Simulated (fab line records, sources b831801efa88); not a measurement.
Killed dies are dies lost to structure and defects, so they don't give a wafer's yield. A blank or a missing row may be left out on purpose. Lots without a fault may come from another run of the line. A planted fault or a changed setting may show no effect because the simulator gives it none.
Chamber matching | flow sfq_line | SFQ_TRILAYER_L0_VIA_ETCH_VIA_ETCH_016 on rie_diel-02: 4 sister chambers
The step etches SiO2 in CHF3, stops on MoNx KI, target depth 80 nm. 4 wafers are shown with their chamber, then 8 later ones without.

WAFERS WITH THEIR CHAMBER
wafer  | chamber | drypump_motor_current_A (A)
L302.1 | 1       | 4.8
L302.4 | 2       | 6.0
L302.6 | 3       | 5.2
L303.3 | 0       | 5.5

WAFERS WITHOUT THEIR CHAMBER
wafer  | drypump_motor_current_A (A)
L303.5 | 5.2
L303.6 | 6.0
L304.1 | 4.9
L304.2 | 5.6
L304.6 | 4.9
L305.1 | 6.0
L305.3 | 4.8
L305.5 | 5.6

WHICH CHAMBER EACH WENT THROUGH
wafer  | from the rows above | in truth
L303.5 | 3                   | 3
L303.6 | 2                   | 2
L304.1 | 1                   | 1
L304.2 | 0                   | 0
L304.6 | 1                   | 1
L305.1 | 2                   | 2
L305.3 | 1                   | 1
L305.5 | 0                   | 0
Placed correctly: 8 of 8. Can't be placed from these rows: 0. Placed wrongly: 0.
How it was worked out, from the rows above alone: a wafer's distance from a chamber is the root of the sum, over the readings, of the square of ((its reading less the chamber's mean) divided by the reading's scatter). The wafer belongs to the nearest chamber; if the next one is less than 2 further off, it can't be placed. A chamber's mean is the mean of its shown wafers. The scatter: with one shown wafer a chamber, the root of the mean of the squares of how far each hidden wafer lies from its nearest shown one.
